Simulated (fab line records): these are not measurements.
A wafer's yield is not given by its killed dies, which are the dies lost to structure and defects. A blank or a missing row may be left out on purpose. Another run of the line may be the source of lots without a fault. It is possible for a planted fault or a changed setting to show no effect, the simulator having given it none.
Which of the tools did it? ; flow sky130 ; 15 lots, 45 wafers sampled, at 3 steps of a route of 708

WHAT THE GAUGES READ, wafer by wafer
SKY_VIA3_RS_MEAS_22: measures by four-point-probe.
lot;measured;on;VIA3_W_RS (ohm/sq)
L247;day 39 16:16;film_metro-03;0.2926 0.2936 0.2953
L248;day 40 05:43;film_metro-01;0.2955 0.2971 0.2910
L250;day 40 17:22;film_metro-02;0.2907 0.2951 0.2945
L251;day 40 19:35;film_metro-03;0.2964 0.2913 0.2938
L253;day 41 17:49;film_metro-03;0.2956 0.2939 0.2958
L254;day 41 20:19;film_metro-02;0.2976 0.2960 0.2954
L255;day 42 07:37;film_metro-01;0.2989 0.3004 0.2987
L257;day 42 17:15;film_metro-01;0.2953 0.2987 0.2947
L259;day 43 05:58;film_metro-03;0.2962 0.2970 0.2971
L263;day 44 11:52;film_metro-02;0.3028 0.2972 0.2985
L264;day 45 17:54;film_metro-01;0.2956 0.2971 0.2971
L265;day 45 18:45;film_metro-03;0.2952 0.2985 0.2944
L268;day 45 20:26;film_metro-02;0.2924 0.2954 0.2959
L267;day 45 22:12;film_metro-02;0.2933 0.2964 0.2981
L269;day 46 13:19;film_metro-03;0.2980 0.3011 0.2989

WHICH TOOL RAN EACH LOT (tool, then ch and the chambers of the sampled wafers, then the start)
lot;SKY_METAL3_SPUTTER_04;SKY_VIA3_STRIP_16
L247;pvd_sputter-02, day 36 08:32;plasma_asher-02 ch 0, day 39 15:20
L248;pvd_sputter-02, day 36 22:45;plasma_asher-03 ch 0,1, day 40 04:56
L250;pvd_sputter-03, day 37 09:43;plasma_asher-01 ch 0,1, day 40 16:17
L251;pvd_sputter-02, day 37 12:19;plasma_asher-01 ch 0,1, day 40 18:48
L253;pvd_sputter-03, day 38 12:08;plasma_asher-02 ch 0,1, day 41 16:34
L254;pvd_sputter-02, day 38 13:56;plasma_asher-02 ch 0,1, day 41 19:29
L255;pvd_sputter-03, day 39 04:43;plasma_asher-03 ch 0,1, day 42 06:50
L257;pvd_sputter-04, day 39 13:42;plasma_asher-01 ch 0,1, day 42 16:29
L259;pvd_sputter-03, day 40 06:25;plasma_asher-01 ch 0,1, day 43 05:12
L263;pvd_sputter-03, day 41 12:47;plasma_asher-03 ch 0,1, day 44 11:03
L264;pvd_sputter-02, day 42 19:07;plasma_asher-02 ch 0,1, day 45 16:56
L265;pvd_sputter-04, day 42 19:43;plasma_asher-01 ch 1, day 45 17:38
L268;pvd_sputter-03, day 42 20:59;plasma_asher-01 ch 0,1, day 45 19:20
L267;pvd_sputter-02, day 42 23:38;plasma_asher-02 ch 0,1, day 45 21:23
L269;pvd_sputter-02, day 43 15:52;plasma_asher-02 ch 0,1, day 46 12:32
- SKY_METAL3_SPUTTER_04: material TiN, target thk 70 nm, time 58.3 s.
- SKY_VIA3_STRIP_16: strips in O2/N2.

WHAT THE TOOLS THEMSELVES READ (means of the sampled wafers that have a number; where no wafer has one, the mark that the record gives instead)
SKY_METAL3_SPUTTER_04.
lot;tool;throttle_valve_pct (%)
L247;pvd_sputter-02;28.8
L248;pvd_sputter-02;28.9
L250;pvd_sputter-03;30.0
L251;pvd_sputter-02;29.1
L253;pvd_sputter-03;30.4
L254;pvd_sputter-02;28.3
L255;pvd_sputter-03;30.1
L257;pvd_sputter-04;30.6
L259;pvd_sputter-03;30.4
L263;pvd_sputter-03;30.1
L264;pvd_sputter-02;28.9
L265;pvd_sputter-04;30.7
L268;pvd_sputter-03;30.7
L267;pvd_sputter-02;30.4
L269;pvd_sputter-02;29.1

SKY_VIA3_STRIP_16.
lot;tool;chamber_pressure_mTorr (mTorr);drypump_motor_current_A (A);oes_product_au (a.u.);strip_time_to_endpoint_s (s)
L247;plasma_asher-02;1499.4;5.3;0.402;4.105
L248;plasma_asher-03;1499.6;5.6;0.404;4.135
L250;plasma_asher-01;1500.6;6.1;0.401;4.124
L251;plasma_asher-01;1500.1;6.0;0.401;4.122
L253;plasma_asher-02;1499.1;5.4;0.398;4.122
L254;plasma_asher-02;1499.0;5.5;0.408;4.108
L255;plasma_asher-03;1499.4;5.6;0.402;4.117
L257;plasma_asher-01;1500.6;6.3;0.401;4.129
L259;plasma_asher-01;1500.0;6.0;0.403;4.105
L263;plasma_asher-03;1502.0;5.4;0.400;4.141
L264;plasma_asher-02;1500.1;5.4;0.403;4.160
L265;plasma_asher-01;1499.3;6.6;0.404;4.139
L268;plasma_asher-01;1499.6;6.0;0.402;4.111
L267;plasma_asher-02;1500.0;5.4;0.402;4.132
L269;plasma_asher-02;1500.1;5.4;0.403;4.145

THE ANSWER, worked out from the rows above alone
Rule: what is usual is taken from the lots themselves. Put in order of their means at a reading, lots are off if they are a third of the lots or fewer, leave a main group of 4 or more, and stand apart from it by a gap of 3 or more times the standard deviation of the main group's means; of several such gaps the widest counts. The tables above print the reading to a certain number of digits; a main group whose means all agree to those digits is not used. A lot without any number at a reading at which 4 lots or more have one is off too. The other lots that the step has rows for count as sound. Order of review: gauges by route order, followed by the tools' own readings, for which a lot's mean as printed above is used. The first step at which some lot is off is used, and at that step the reading that is off furthest; a lot without a number counts as furthest.
Across all readings shown, no lot is off: no conclusion can be drawn from this.

WHAT THE SIMULATOR HAD INSERTED
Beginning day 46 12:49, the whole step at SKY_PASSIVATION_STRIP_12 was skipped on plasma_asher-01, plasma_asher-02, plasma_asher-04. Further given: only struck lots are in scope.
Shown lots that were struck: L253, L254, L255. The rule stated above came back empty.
